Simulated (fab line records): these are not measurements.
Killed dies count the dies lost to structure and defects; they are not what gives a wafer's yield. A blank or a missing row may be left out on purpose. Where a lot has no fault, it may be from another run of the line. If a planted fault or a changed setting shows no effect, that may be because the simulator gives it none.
Split-lot experiment | flow gf180mcu | 23 wafers read from 5 lots, route of 602 steps

== THE SPLIT ==
At GF_V3_CVD_02 (deposits SiO2 from TEOS, target thk 850 nm, time 94.851 s), the setting timeS was moved away from the recipe's 94.851 s on 10 of the 23 wafers read, by -4.7% to +7.4%. For the rest of the wafers, this setting stayed at what the recipe calls for.

Between the split and the reading, the file records no step.

== THE READING ==
V3_CVD_02_THK (nm), taken at GF_V3_THK_MEAS_03. Typical for fault-free wafers on this fab line: 854 nm, with standard deviation 12 nm.

wafer  | tool, chamber at the split | timeS as run, s | against the recipe | V3_CVD_02_THK, nm | against lot-mates on the recipe
L074.1 | pecvd-03, 0                | 98.91           | +4.3%              | 887               | +17
L074.2 | pecvd-03, 2                | 98.91           | +4.3%              | 877               | +7
L074.3 | pecvd-03, 1                | 98.91           | +4.3%              | 892               | +22
L074.5 | pecvd-03, 1                | 94.851          | recipe             | 868               | -
L074.6 | pecvd-03, 0                | 94.851          | recipe             | 872               | -
L075.1 | pecvd-03, 2                | 94.851          | recipe             | 820               | -
L075.2 | pecvd-03, 1                | 90.42           | -4.7%              | 810               | -26
L075.3 | pecvd-03, 0                | 90.42           | -4.7%              | 808               | -28
L075.5 | pecvd-03, 1                | 90.42           | -4.7%              | 820               | -16
L075.6 | pecvd-03, 0                | 94.851          | recipe             | 853               | -
L076.1 | pecvd-02, 0                | 94.851          | recipe             | 844               | -
L076.3 | pecvd-02, 1                | 94.851          | recipe             | 847               | -
L076.4 | pecvd-02, 2                | 101.9           | +7.4%              | 925               | +78
L076.5 | pecvd-02, 1                | 101.9           | +7.4%              | 926               | +79
L076.6 | pecvd-02, 0                | 94.851          | recipe             | 851               | -
L081.1 | pecvd-03, 1                | 94.851          | recipe             | 846               | -
L081.2 | pecvd-03, 0                | 94.851          | recipe             | 863               | -
L081.3 | pecvd-03, 2                | 90.53           | -4.6%              | 804               | -53
L081.4 | pecvd-03, 0                | 90.53           | -4.6%              | 834               | -23
L081.6 | pecvd-03, 1                | 94.851          | recipe             | 861               | -
L084.1 | pecvd-03, 0                | 94.851          | recipe             | 863               | -
L084.3 | pecvd-03, 2                | 94.851          | recipe             | 836               | -
L084.4 | pecvd-03, 1                | 94.851          | recipe             | 856               | -

FIT RESULTS
A straight line over all 23 wafers: V3_CVD_02_THK changes by +8.69 nm for each +1% of timeS; r = +0.93; the points scatter about the line by 13 nm.
The same after taking each lot's own level away (the mean of its wafers on the recipe; 23 wafers): +7.46 nm for each +1%; r = +0.89; scatter 14 nm.
That fit puts the effect of the largest move of timeS on the reading at 55 nm.
Across the lots, their own levels run from 836.5 to 870.0 nm, a range of 2.8 times the standard deviation given above.
Thus the slope moves with the lot-to-lot level: the two fits are different.
Check: with one of the wafers moved furthest among these (+7.4%) left out of the fit, the line predicts +49.8 nm for it against its lot-mates. It came out at +77.7 nm against them.

== THESE WAFERS: OTHER SPLITS ==
Other splits were also applied to these wafers ahead of the reading. Each is held against what the fit with the lots' levels taken away leaves over:
other split on the same wafers     | wafers away from the commonest value | r with V3_CVD_02_THK (lot level and that fit taken away)
GF_M2_COAT_09 resistThkNm          | 10                                   | -0.31
GF_M2_PEB_12 pebTempC              | 5                                    | -0.13
GF_V2_CVD_00 sih4FlowSccm          | 9                                    | +0.08
GF_V2_COAT_09 resistThkNm          | 6                                    | -0.08
GF_V2_SPUTTER_22 chamberPressurePa | 15                                   | -0.52
GF_M3_PEB_12 pebTempC              | 9                                    | -0.35

== THE WHOLE CHAIN: every reading that the file lists as answering this split, in the file's order ==
step              | what it does                                              | reading                                                                  | change (the file's fit)              | r (the file's)
GF_V3_CVD_02      | deposits SiO2 from TEOS, target thk 850 nm, time 94.851 s | SiO2_of_V3_CVD_02.thkNm (the simulator's own value, which no gauge read) | +8.03 nm for each +1% of the setting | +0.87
GF_V3_THK_MEAS_03 |                                                           | V3_CVD_02_THK                                                            | +8.03 for each +1% of the setting    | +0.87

== FILE'S OWN FIT ==
V3_CVD_02_THK changes by +8.03 nm for each +1% of timeS, r = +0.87.
